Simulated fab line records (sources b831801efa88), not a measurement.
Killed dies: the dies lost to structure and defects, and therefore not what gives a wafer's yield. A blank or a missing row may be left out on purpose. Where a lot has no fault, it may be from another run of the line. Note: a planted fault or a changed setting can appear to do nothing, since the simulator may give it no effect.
Which tool did it?	flow sky130	Sampling: 6 lots, 17 wafers, 4 of 708 route steps

WHAT THE GAUGES READ, wafer by wafer
SKY_NWELL_TW_MEAS_26.
lot	measured	on	NWELL_2_TW
L519	day 6 14:24	film-metro-03	493 489 493
L521	day 7 02:54	film-metro-03	495 496 496
L523	day 7 12:57	film-metro-03	496 499 497
L526	day 8 07:31	film-metro-01	464 501 460 501
L534	day 10 06:33	film-metro-04	494 494 496
L536	day 10 19:01	film-metro-04	497 494 494

EACH LOT AND THE TOOL THAT RAN IT (in order: tool; ch and the chambers of the sampled wafers; start)
lot	SKY_FIELD_ISO_ETCH_17	SKY_DNWELL_STRIP_08	SKY_NWELL_IMPLANT_24
L519	rie-si-02 ch 0,2,3, day 3 07:24	plasma-asher-03 ch 0,1, day 4 07:02	implanter-03 ch 0, day 6 14:09
L521	rie-si-01 ch 0,1,3, day 3 19:02	plasma-asher-02 ch 0, day 4 19:17	implanter-03 ch 0, day 7 02:39
L523	rie-si-02 ch 0,2,3, day 4 03:32	plasma-asher-03 ch 0,1, day 5 02:47	implanter-01 ch 0, day 7 12:42
L526	rie-si-01 ch 1,3, day 4 18:46	plasma-asher-03 ch 0,1, day 5 20:41	implanter-02 ch 0, day 8 07:17
L534	rie-si-01 ch 2,3, day 6 13:23	plasma-asher-03 ch 0,1, day 7 15:41	implanter-03 ch 0, day 10 06:18
L536	rie-si-01 ch 0,1, day 6 23:23	plasma-asher-03 ch 0,1, day 8 01:45	implanter-03 ch 0, day 10 18:48
- SKY_FIELD_ISO_ETCH_17: etches Si in HBr/Cl2/O2, target depth 342 nm, time 97.7 s.
- SKY_DNWELL_STRIP_08: strips in O2/N2.
- SKY_NWELL_IMPLANT_24

THE ANSWER, worked out from the rows above alone
Rule: the usual values come from the lots themselves. Put in order of their means at a reading, lots are off if they are a third of the lots or fewer, leave a main group of 4 or more, and stand apart from it by a gap of 3 or more times the standard deviation of the main group's means; of several such gaps the widest counts. A main group whose means are all the same, to the digits that the tables above print for the reading, isn't used. Also off: a lot with no number at a reading for which 4 or more lots have one. The other lots that the step has rows for count as sound.
Off: L526, seen at SKY_NWELL_TW_MEAS_26 (NWELL_2_TW). Mean 495 and standard deviation 1.8 in the main group.
A tool fits if, at a process step before that reading, it ran every lot that is off, and no sound lot after the first of them. The gauges at SKY_NWELL_TW_MEAS_26 are tried like those tools. This does not decide it: 2 tools fit, namely implanter-02 at SKY_NWELL_IMPLANT_24 and film-metro-01 at SKY_NWELL_TW_MEAS_26.

WHAT THE SIMULATOR HAD INSERTED
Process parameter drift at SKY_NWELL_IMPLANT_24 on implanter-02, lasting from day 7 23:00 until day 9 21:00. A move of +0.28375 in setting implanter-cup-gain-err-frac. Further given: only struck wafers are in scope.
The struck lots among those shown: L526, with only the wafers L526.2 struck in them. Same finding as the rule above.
